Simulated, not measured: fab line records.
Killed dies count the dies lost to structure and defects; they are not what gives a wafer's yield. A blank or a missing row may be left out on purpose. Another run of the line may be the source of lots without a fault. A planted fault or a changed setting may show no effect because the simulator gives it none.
fab line records | flow sky130
record: lots: 6 | wafers: 18 | lastDay: 48
route steps=708 shown CAP2M@620 METAL4@621 PAD_OPEN@708
lots with no fault: from the same line, run without faults
startH: hours from the record's first day to the start of the lot's first wafer shown | waitH: time in hours since the lot's previous step | " unchanged from the row above | L1.1+2: several wafers, shown together as one row | - value missing, or start not given | * or withheld: withheld | < > ~ a bound
route shown NAME@n: a module of which the file shows steps, and the number in the route of the first | usual: mean/standard deviation of fault-free wafers | same: alike in all rows | chamber/n: place in a boat | sites: the reading at each site | _std_site: how widely they spread, as a standard deviation | _edge_site: inner sites' mean taken away from outer sites' mean | radiusMm: for every site, how far away it sits from the centre of the wafer | mask NAME#n: copy n | behind: the tool/chamber that last shaped the wafer | hold: cause of the lot's hold/its duration in hours/its outcome | device: which transistor (n, p or np) failed to switch | end of line: the route-end tests of the same wafers | a step without rows: its recipe alone | killed: count of dies lost to structure and defects at first sort (not the wafer's yield) | map: per-die view of a wafer (x killed, . not killed, _ where there is no die)
set.NAME: the setting that was run; set.NAME@STEP: the one run at that earlier step | model.NAME: the simulator's own value behind a step, which no gauge read
certain route steps with their lots: each step a table, each wafer a row
services: when a tool's chamber went out of use (startH, in hours from the record's first day, below 0 if earlier), for how many hours, and the reason
== steps ==
step: SKY_CAP2M_CLEAN_17
recipe: chemistry: O3/DIW | dry: n2Spin
step: SKY_METAL4_DEHYDRATE_05
recipe: tempC: 200 | timeS: 60
step: SKY_METAL4_HMDS_06
recipe: primeTimeS: 60 | primeTempC: 120
step: SKY_METAL4_COAT_07
recipe: resist: BARC | tempC: withheld | timeS: withheld | spinRpm: 3000 | resistThkNm: 60
step: SKY_METAL4_COAT_08
recipe: resist: KrF-thick | spinRpm: 3000 | resistThkNm: 1140
step: SKY_METAL4_SOFTBAKE_09
recipe: tempC: 100 | timeS: 90 | resist: KrF-thick
step: SKY_METAL4_EXPOSE_10
recipe: maskId: MM4 | na: 0.68 | sourceShape: annular | sigmaInner: 0.4 | sigmaOuter: 0.8 | targetCdNm: 300 | doseMj: 28
step: SKY_METAL4_PEB_11
recipe: pebTempC: withheld | pebTimeS: withheld | resist: KrF-thick
step: SKY_METAL4_DEVELOP_12
recipe: developTimeS: 60 | resist: KrF-thick | devTempC: 21
step: SKY_METAL4_CD_MEAS_13
recipe: targetCdNm: 300
usual: cdNm: 300.2/1.6
lot.wafer | tool     | chamber | startH  | waitH | cdNm
L723.3    | cdSem-02 | -       | 973.80  | -     | 300.7
L723.4    | "        | -       | "       | "     | 299.3
L723.5    | "        | -       | "       | "     | 298.7
L722.2    | cdSem-02 | -       | 976.78  | -     | 298.8
L722.4    | "        | -       | "       | "     | 299.8
L722.6    | "        | -       | "       | "     | 300.2
L730.1    | cdSem-02 | -       | 1028.41 | -     | 301.7
L730.4    | "        | -       | "       | "     | 301.9
L730.6    | "        | -       | "       | "     | 301.9
L732.1    | cdSem-02 | -       | 1046.62 | -     | 298.9
L732.2    | "        | -       | "       | "     | 297.1
L732.4    | "        | -       | "       | "     | 295.4
L735.1    | cdSem-02 | -       | 1062.11 | -     | 299.1
L735.4    | "        | -       | "       | "     | 297.9
L735.6    | "        | -       | "       | "     | 298.2
L738.1    | cdSem-02 | -       | 1079.02 | -     | 300.7
L738.4    | "        | -       | "       | "     | 301.5
L738.6    | "        | -       | "       | "     | 302.7
step: SKY_METAL4_OVL_MEAS_14
usual: METAL4_OVL: 2/5.3
lot.wafer | tool       | chamber | startH  | waitH | METAL4_OVL[nm]
L723.3    | overlay-02 | -       | 973.90  | 0.1   | 6
L723.4    | "          | -       | "       | "     | 0
L723.5    | "          | -       | "       | "     | -2
L722.2    | overlay-01 | -       | 976.89  | 0.1   | 1
L722.4    | "          | -       | "       | "     | 7
L722.6    | "          | -       | "       | "     | 5
L730.1    | overlay-01 | -       | 1028.53 | 0.1   | 5
L730.4    | "          | -       | "       | "     | 4
L730.6    | "          | -       | "       | "     | 4
L732.1    | overlay-01 | -       | 1046.74 | 0.1   | 8
L732.2    | "          | -       | "       | "     | 8
L732.4    | "          | -       | "       | "     | 9
L735.1    | overlay-02 | -       | 1062.23 | 0.1   | 8
L735.4    | "          | -       | "       | "     | 2
L735.6    | "          | -       | "       | "     | 7
L738.1    | overlay-01 | -       | 1079.14 | 0.1   | -10
L738.4    | "          | -       | "       | "     | -4
L738.6    | "          | -       | "       | "     | 4
step: SKY_METAL4_DESCUM_15
recipe: chemistry: O2 | sourcePowerW: 150 | biasPowerW: 0 | pressureMtorr: 10 | tempC: 40 | timeS: 8
usual: chamberPressureMTorr: 9.999/0.0093 | drypumpMotorCurrentA: 5.65/0.27 | oesProductAu: 1.000/0.0078 | tempC: 40.00/0.11
lot.wafer | tool        | chamber | startH  | waitH | chamberPressureMTorr | drypumpMotorCurrentA | oesProductAu | rfHoursCounterH | tempC
L723.3    | rieMetal-03 | 0       | 973.93  | 0.0   | 10.006               | 5.82                 | 1.003        | -               | 40.11
L723.4    | "           | 1       | "       | "     | 10.013               | 5.88                 | 1.012        | -               | 39.95
L723.5    | "           | 1       | "       | "     | 10.014               | 5.85                 | 1.008        | -               | 39.98
L722.2    | rieMetal-01 | 1       | 976.92  | 0.0   | 9.997                | 5.67                 | 1.005        | 17              | 39.94
L722.4    | "           | 0       | "       | "     | 9.986                | 5.46                 | 1.006        | -               | 40.13
L722.6    | "           | 0       | "       | "     | 9.997                | 5.45                 | 1.002        | -               | 39.98
L730.1    | rieMetal-03 | 0       | 1028.57 | 0.0   | 10.004               | 5.86                 | 1.001        | 11              | 40.09
L730.4    | "           | 0       | "       | "     | 9.999                | 5.85                 | 1.005        | -               | 40.11
L730.6    | "           | 1       | "       | "     | 9.989                | 5.83                 | 0.998        | -               | 39.88
L732.1    | rieMetal-04 | 0       | 1046.78 | 0.0   | 9.977                | 5.09                 | 1.003        | 9               | 40.02
L732.2    | "           | 1       | "       | "     | 10.003               | 6.01                 | 1.003        | 19              | 39.88
L732.4    | "           | 1       | "       | "     | 10.000               | 6.02                 | 0.998        | -               | 39.96
L735.1    | rieMetal-01 | 1       | 1062.27 | 0.0   | 9.995                | 5.69                 | 0.991        | 21              | 39.86
L735.4    | "           | 0       | "       | "     | 9.975                | 5.45                 | 0.988        | -               | 40.01
L735.6    | "           | 1       | "       | "     | 9.997                | 5.68                 | 0.997        | -               | 40.02
L738.1    | rieMetal-01 | 0       | 1079.18 | 0.0   | 9.993                | 5.45                 | 0.987        | 21              | 39.99
L738.4    | "           | 0       | "       | "     | 10.007               | 5.45                 | 0.994        | -               | 39.99
L738.6    | "           | 0       | "       | "     | 10.002               | 5.45                 | 1.000        | -               | 40.02
step: SKY_METAL4_ETCH_16
recipe: chemistry: N2/H2 | target: BARC | ionEnergyEv: 200 | biasW: 100 | pressureMtorr: 30 | n2FlowSccm: 100 | h2FlowSccm: 200 | icpW: 500 | stopOn: SiO2 | timeS: 88.2 | targetDepthA: 600
usual: chamberPressureMTorr: 30.002/0.026 | drypumpMotorCurrentA: 5.66/0.27 | n2FlowSccm: 100.0/0.31 | oesProductAu: 0.626/0.0047 | runLengthS: 116.7/0.41 | throttleValvePct: 13.206/0.0098
lot.wafer | tool        | chamber | startH  | waitH | chamberPressureMTorr | drypumpMotorCurrentA | n2FlowSccm | oesProductAu | rfHoursCounterH | runLengthS | throttleValvePct | model.KrF-thick_of_METAL4_COAT_08.thkNm
L723.3    | rieMetal-03 | 0       | 973.98  | 0.0   | 30.058               | 5.88                 | 100.4      | 0.627        | -               | 116.1      | 13.198           | 1072
L723.4    | "           | 1       | "       | "     | 29.995               | 5.86                 | 99.4       | 0.628        | -               | 116.6      | 13.224           | 1072
L723.5    | "           | 1       | "       | "     | 30.007               | 5.83                 | 99.6       | 0.629        | -               | 117.0      | 13.204           | 1071
L722.2    | rieMetal-01 | 1       | 976.95  | 0.0   | 29.997               | 5.67                 | 100.2      | 0.623        | 17              | 117.7      | 13.195           | 1086
L722.4    | "           | 0       | "       | "     | 30.029               | 5.47                 | 99.5       | 0.632        | -               | 116.4      | 13.193           | 1081
L722.6    | "           | 0       | "       | "     | 29.970               | 5.45                 | 99.9       | 0.624        | -               | 117.1      | 13.193           | 1083
L730.1    | rieMetal-03 | 0       | 1028.60 | 0.0   | 29.974               | 5.85                 | 100.0      | 0.622        | 11              | 116.2      | 13.212           | 1072
L730.4    | "           | 0       | "       | "     | 29.996               | 5.84                 | 100.0      | 0.632        | -               | 116.6      | 13.204           | 1072
L730.6    | "           | 1       | "       | "     | 29.978               | 5.85                 | 100.4      | 0.618        | -               | 117.1      | 13.193           | 1074
L732.1    | rieMetal-04 | 0       | 1046.81 | 0.0   | 29.989               | 5.08                 | 99.9       | 0.631        | 9               | 116.5      | 13.212           | 1070
L732.2    | "           | 1       | "       | "     | 29.975               | 6.03                 | 100.2      | 0.628        | 19              | 116.6      | 13.213           | 1073
L732.4    | "           | 1       | "       | "     | 30.001               | 6.03                 | 100.2      | 0.616        | -               | 116.2      | 13.200           | 1073
L735.1    | rieMetal-01 | 1       | 1062.30 | 0.0   | 29.981               | 5.67                 | 100.2      | 0.740        | 21              | 100.9      | 13.205           | 1094
L735.4    | "           | 0       | "       | "     | 30.004               | 5.44                 | 100.4      | 0.737        | -               | 100.0      | 13.207           | 1091
L735.6    | "           | 1       | "       | "     | 30.067               | 5.69                 | 100.2      | 0.741        | -               | 100.6      | 13.213           | 1092
L738.1    | rieMetal-01 | 0       | 1079.24 | 0.1   | 29.991               | 5.47                 | 100.5      | 0.729        | 21              | 100.4      | 13.204           | 1088
L738.4    | "           | 0       | "       | "     | 29.980               | 5.45                 | 100.6      | 0.735        | -               | 100.7      | 13.203           | 1087
L738.6    | "           | 0       | "       | "     | 29.985               | 5.47                 | 100.5      | 0.739        | -               | 100.6      | 13.217           | 1088
step: SKY_METAL4_ETCH_17
recipe: target: SiO2 | stopOn: TiN | chemistry: C4F8/O2/Ar | sourceW: 1500 | biasW: 1200 | pressureMtorr: 40 | c4f8FlowSccm: withheld | O2_flow_sccm: 6 | Ar_flow_sccm: 300 | timeS: 3.9 | targetDepthA: 150
usual: chamberPressureMTorr: 40.00/0.037 | oesProductAu: 0.755/0.0072
lot.wafer | tool       | chamber | startH  | waitH | chamberPressureMTorr | oesProductAu | rfHoursCounterH
L723.3    | rieDiel-04 | 1       | 974.05  | 0.0   | 39.97                | 0.758        | 7
L723.4    | "          | 3       | "       | "     | 39.97                | 0.765        | 7
L723.5    | "          | 0       | "       | "     | 39.98                | 0.758        | -
L722.2    | rieDiel-03 | 2       | 977.05  | 0.1   | 39.97                | 0.750        | 8
L722.4    | "          | 0       | "       | "     | 39.98                | 0.756        | 21
L722.6    | "          | 2       | "       | "     | 40.02                | 0.764        | -
L730.1    | rieDiel-03 | 1       | 1028.70 | 0.1   | 39.96                | 0.746        | 10
L730.4    | "          | 0       | "       | "     | 40.03                | 0.758        | 23
L730.6    | "          | 0       | "       | "     | 39.96                | 0.760        | -
L732.1    | rieDiel-04 | 2       | 1046.91 | 0.1   | 40.02                | 0.752        | 17
L732.2    | "          | 0       | "       | "     | 39.96                | 0.756        | 14
L732.4    | "          | 1       | "       | "     | 40.04                | 0.758        | 9
L735.1    | rieDiel-03 | 1       | 1062.40 | 0.1   | 40.06                | 0.751        | 11
L735.4    | "          | 3       | "       | "     | 40.04                | 0.750        | -
L735.6    | "          | 2       | "       | "     | 39.98                | 0.741        | -
L738.1    | rieDiel-04 | 2       | 1079.44 | 0.2   | 39.96                | 0.756        | 18
L738.4    | "          | 1       | "       | "     | 39.97                | 0.745        | 10
L738.6    | "          | 1       | "       | "     | 40.01                | 0.761        | -
step: SKY_PAD_OPEN_PROBE_99
usual: defectLimitedYield: 82.5/2.1 | killed_at_M0_to_M3: 43/7.7 | killed_at_M4_up: 2.9/1.9 | killedAtContacts: 24/5.9 | killedAtFrontEnd: 16/5.1 | killedAtOther: 0.3/0.63 | killedDies: 86/10 | killedOpen: 47/7.6 | killedShort: 39/6.8 | sort_bin_3_pad_short: 0.8/0.44 | sort_bin_5_function: 10.4/1.6 | sort_bin_6_memory: 6.3/1.1 | sortNPass: 406/10 | sortYieldPct: 82.5/2.1
same: grossDies: 492 | killedAtBackSide: 0 | sort_bin_4_leakage[%]: 0 | sort_bin_8_speed[%]: 0
lot.wafer | tool      | chamber | startH  | waitH | defectLimitedYield[%] | killed_at_M0_to_M3 | killed_at_M4_up | killedAtContacts | killedAtFrontEnd | killedAtOther | killedDies | killedOpen | killedShort | sort_bin_3_pad_short[%] | sort_bin_5_function[%] | sort_bin_6_memory[%] | sortNPass | sortYieldPct[%]
L723.3    | prober-01 | -       | 1072.17 | 0.2   | 83.9                  | 33                 | 4               | 27               | 15               | 0             | 79         | 36         | 43          | 0.6                     | 10.4                   | 5.1                  | 413       | 83.9
L723.4    | prober-01 | -       | 1072.22 | 0.2   | 80.9                  | 41                 | 4               | 32               | 16               | 1             | 94         | 50         | 42          | 1.0                     | 13.0                   | 5.1                  | 398       | 80.9
L723.5    | prober-01 | -       | 1072.27 | 0.2   | 81.1                  | 39                 | 4               | 29               | 21               | 0             | 93         | 54         | 37          | 1.0                     | 10.6                   | 7.3                  | 399       | 81.1
L722.2    | prober-02 | -       | 1073.25 | 0.1   | 84.6                  | 33                 | 0               | 35               | 8                | 0             | 76         | 43         | 33          | 1.0                     | 7.9                    | 6.5                  | 416       | 84.6
L722.4    | prober-02 | -       | 1073.35 | 0.2   | 82.3                  | 39                 | 4               | 21               | 23               | 0             | 87         | 48         | 37          | 0.8                     | 9.3                    | 7.5                  | 405       | 82.3
L722.6    | prober-02 | -       | 1073.45 | 0.2   | 85.6                  | 41                 | 0               | 16               | 14               | 0             | 71         | 40         | 31          | 0.8                     | 7.7                    | 5.9                  | 421       | 85.6
L732.1    | prober-01 | -       | 1134.89 | 0.1   | 77.2                  | 53                 | 2               | 34               | 23               | 0             | 112        | 68         | 42          | 0.6                     | 13.6                   | 8.5                  | 380       | 77.2
L732.2    | prober-01 | -       | 1134.94 | 0.1   | 79.7                  | 42                 | 1               | 34               | 23               | 0             | 100        | 56         | 44          | 0.2                     | 12.6                   | 7.5                  | 392       | 79.7
L732.4    | prober-01 | -       | 1135.04 | 0.2   | 84.3                  | 41                 | 2               | 23               | 11               | 0             | 77         | 49         | 28          | 0.4                     | 8.9                    | 6.3                  | 415       | 84.3
L738.1    | prober-01 | -       | 1161.89 | 0.1   | 82.3                  | 46                 | 5               | 23               | 12               | 1             | 87         | 44         | 43          | 0.6                     | 10.2                   | 6.9                  | 405       | 82.3
L738.4    | prober-01 | -       | 1162.04 | 0.2   | 84.8                  | 37                 | 3               | 23               | 12               | 0             | 75         | 47         | 28          | 1.2                     | 8.7                    | 5.3                  | 417       | 84.8
L738.6    | prober-01 | -       | 1162.14 | 0.2   | 82.5                  | 47                 | 5               | 21               | 13               | 0             | 86         | 45         | 41          | 0.6                     | 10.4                   | 6.5                  | 406       | 82.5
killed by level:class
L723.3 CONTACT:geometricParticle:open=11 FIELD_ISO:geometricParticle:short=7 VIA3:geometricParticle:open=6 LI_CONTACT:geometricParticle:open=5 VIA1:geometricParticle:short=5 METAL2:geometricParticle:short=5 CONTACT:geometricParticle:short=4 LI_CONTACT:geometricParticle:short=4
L723.4 CONTACT:geometricParticle:open=12 LI_CONTACT:geometricParticle:open=9 VIA3:geometricParticle:open=8 FIELD_ISO:geometricParticle:short=6 VIA1:geometricParticle:open=6 LI_CONTACT:geometricParticle:short=5 VIA2:geometricParticle:open=5 METAL2:geometricParticle:short=4
L723.5 CONTACT:geometricParticle:open=11 LI_CONTACT:geometricParticle:open=10 VIA1:geometricParticle:open=8 VIA2:geometricParticle:open=7 FIELD_ISO:geometricParticle:short=6 CONTACT:geometricParticle:short=5 METAL2:geometricParticle:short=5 VIA3:geometricParticle:open=5
L722.2 LI_CONTACT:geometricParticle:open=15 VIA1:geometricParticle:open=8 CONTACT:geometricParticle:short=7 CONTACT:geometricParticle:open=7 METAL2:geometricParticle:short=7 VIA1:geometricParticle:short=6 VIA2:geometricParticle:open=5 LOCAL_INTERCONNECT:geometricParticle:short=4
L722.4 VIA3:geometricParticle:open=8 LI_CONTACT:geometricParticle:open=7 VIA1:geometricParticle:open=7 FIELD_ISO:geometricParticle:short=6 LOCAL_INTERCONNECT:geometricParticle:short=6 VIA2:geometricParticle:open=6 CONTACT:geometricParticle:open=5 METAL1:geometricParticle:short=5
L722.6 VIA1:geometricParticle:open=11 METAL1:geometricParticle:short=8 VIA3:geometricParticle:open=6 LI_CONTACT:geometricParticle:open=5 CONTACT:geometricParticle:open=5 FIELD_ISO:geometricParticle:open=4 LI_CONTACT:geometricParticle:short=4 METAL2:geometricParticle:short=4
L732.1 CONTACT:geometricParticle:open=16 LI_CONTACT:geometricParticle:open=11 VIA1:geometricParticle:open=11 POLY_GATE:geometricParticle:short=8 VIA2:geometricParticle:open=8 POLY_GATE:geometricParticle:open=6 METAL1:geometricParticle:short=6 VIA2:geometricParticle:short=5
L732.2 CONTACT:geometricParticle:open=12 VIA1:geometricParticle:open=11 LI_CONTACT:geometricParticle:open=10 POLY_GATE:geometricParticle:short=9 VIA3:geometricParticle:open=9 FIELD_ISO:geometricParticle:open=5 METAL2:geometricParticle:short=5 LI_CONTACT:geometricParticle:short=4
L732.4 VIA1:geometricParticle:open=12 CONTACT:geometricParticle:open=9 VIA3:geometricParticle:open=6 LI_CONTACT:geometricParticle:open=5 CONTACT:geometricParticle:short=5 VIA2:geometricParticle:open=5 POLY_GATE:geometricParticle:short=4 METAL2:geometricParticle:short=4
L738.1 VIA1:geometricParticle:open=9 VIA3:geometricParticle:open=9 LI_CONTACT:geometricParticle:open=8 METAL1:geometricParticle:short=8 CONTACT:geometricParticle:open=7 LI_CONTACT:geometricParticle:short=4 VIA1:geometricParticle:short=4 VIA2:geometricParticle:open=4
L738.4 CONTACT:geometricParticle:open=12 VIA2:geometricParticle:open=9 LI_CONTACT:geometricParticle:open=6 VIA1:geometricParticle:open=6 VIA3:geometricParticle:open=6 POLY_GATE:geometricParticle:short=4 METAL1:geometricParticle:short=4 CONTACT:geometricParticle:short=3
L738.6 LI_CONTACT:geometricParticle:open=7 METAL1:geometricParticle:short=7 VIA1:geometricParticle:open=7 METAL2:geometricParticle:short=7 VIA2:geometricParticle:open=6 FIELD_ISO:geometricParticle:open=5 VIA3:geometricParticle:open=5 CONTACT:geometricParticle:open=5
== services ==
tool        | chamber | startH  | hours | kind
rieMetal-03 | -       | 950.52  | 5.0   | repair
rieMetal-01 | 1       | 981.71  | 21.0  | repair
rieDiel-03  | 0       | 1047.64 | -     | clean
rieDiel-03  | 0       | 1047.64 | 16.5  | scheduledDown
rieDiel-03  | 0       | 1047.64 | 16.5  | ventCycle
rieMetal-04 | -       | 1068.95 | 1.4   | pm
rieMetal-01 | 1       | 1073.48 | 10.3  | repair
rieDiel-03  | 0       | 1076.08 | 3.4   | repair
rieMetal-03 | 1       | 1077.51 | -     | clean
rieMetal-03 | 1       | 1077.51 | 18.6  | scheduledDown
rieMetal-03 | 1       | 1077.51 | 18.6  | ventCycle
== key ==
firstSign: step: SKY_METAL4_ETCH_16 | reading: runLengthS | direction: down | sigmas: 40 | usual: * | struck: *
effect: step: SKY_METAL4_ETCH_16 | reading: oesProductAu | direction: up | sigmas: 24 | usual: 0.626 | struck: 0.737
modelEffect: step: SKY_METAL4_ETCH_16 | value: KrF-thick_of_METAL4_COAT_08.thkNm | without: 1080 | struck: 1090
metAt SKY_METAL4_ETCH_16
struckWafers L735.1,L735.4,L735.6,L738.1,L738.4,L738.6
onsetBetween 976.95 1062.30
fault: kind: processParameterDrift | tool: rieMetal-01 | chamber: - | onsetH: 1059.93 | steps: SKY_METAL4_ETCH_16 | channel: timeS | offset: * | shape: step | endH: 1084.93 | actsIn: * | stated: *
